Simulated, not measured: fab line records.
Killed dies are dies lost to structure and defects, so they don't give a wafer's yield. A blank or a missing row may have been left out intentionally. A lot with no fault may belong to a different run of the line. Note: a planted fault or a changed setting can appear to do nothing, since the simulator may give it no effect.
Matching of chambers | flow gf180mcu | rieDiel-01 running GF_V3_ETCH_16: 4 sister chambers
The step etches BARC in N2/H2. 16 wafers are shown with their chamber, then 8 later ones without.

== EACH WAFER AND ITS CHAMBER ==
wafer  | chamber | drypumpMotorCurrentA (A) | throttleValvePct (%) | oesProductAu (a.u.)
L077.1 | 1       | 6.4                      | 13.228               | 0.853
L077.4 | 2       | 6.3                      | 13.221               | 0.856
L077.6 | 3       | 6.1                      | 13.224               | 0.858
L078.1 | 2       | 6.3                      | 13.245               | 0.856
L078.3 | 3       | 6.1                      | 13.216               | 0.852
L078.6 | 1       | 6.4                      | 13.232               | 0.856
L087.2 | 0       | 5.4                      | 13.213               | 0.853
L087.3 | 3       | 6.1                      | 13.232               | 0.858
L087.6 | 3       | 6.2                      | 13.233               | 0.850
L088.4 | 1       | 6.3                      | 13.218               | 0.854
L088.5 | 1       | 6.4                      | 13.227               | 0.861
L088.6 | 0       | 5.5                      | 13.214               | 0.865
L089.1 | 2       | 6.3                      | 13.237               | 0.847
L089.2 | 1       | 6.3                      | 13.225               | 0.856
L089.3 | 0       | 5.5                      | 13.222               | 0.854
L090.1 | 2       | 6.3                      | 13.228               | 0.861

SIGNATURES (averages over the wafers above)
reading              | chamber 0 | chamber 1 | chamber 2 | chamber 3 | scatter within a chamber
drypumpMotorCurrentA | 5.467     | 6.360     | 6.300     | 6.125     | 0.0467
throttleValvePct     | 13.21633  | 13.22600  | 13.23275  | 13.22625  | 0.00748
oesProductAu         | 0.85733   | 0.85600   | 0.85500   | 0.85450   | 0.00483
Rule: a wafer's distance from a chamber is the root of the sum, over the readings, of the square of ((its reading less the chamber's mean) divided by the reading's scatter). The wafer belongs to the nearest chamber; if the next one is less than 2 further off, it can't be placed. The scatter: take each reading less its chamber's mean, square it, sum over the shown wafers, divide by the number of wafers less the number of chambers, and take the root.

== WAFERS MISSING THEIR CHAMBER ==
wafer  | drypumpMotorCurrentA (A) | throttleValvePct (%) | oesProductAu (a.u.)
L090.2 | 6.3                      | 13.219               | 0.851
L090.3 | 6.2                      | 13.229               | 0.850
L093.2 | 6.2                      | 13.217               | 0.861
L093.3 | 6.4                      | 13.232               | 0.864
L093.6 | 5.5                      | 13.216               | 0.853
L094.1 | 6.2                      | 13.205               | 0.857
L094.5 | 6.2                      | 13.217               | 0.861
L094.6 | 5.4                      | 13.222               | 0.857

== WHICH CHAMBER EACH WENT THROUGH ==
wafer  | from the rows above          | in truth
L090.2 | can't be placed: 1 or 2      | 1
L090.3 | can't be placed: 3 or 2 or 1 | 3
L093.2 | can't be placed: 3 or 2 or 1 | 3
L093.3 | can't be placed: 1 or 2      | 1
L093.6 | 0                            | 0
L094.1 | can't be placed: 3 or 2 or 1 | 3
L094.5 | can't be placed: 3 or 2 or 1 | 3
L094.6 | 0                            | 0
2 of 8 placed correctly. Can't be placed from these rows: 6 (the true chamber is among the candidates in 6). Placed wrongly: 0.
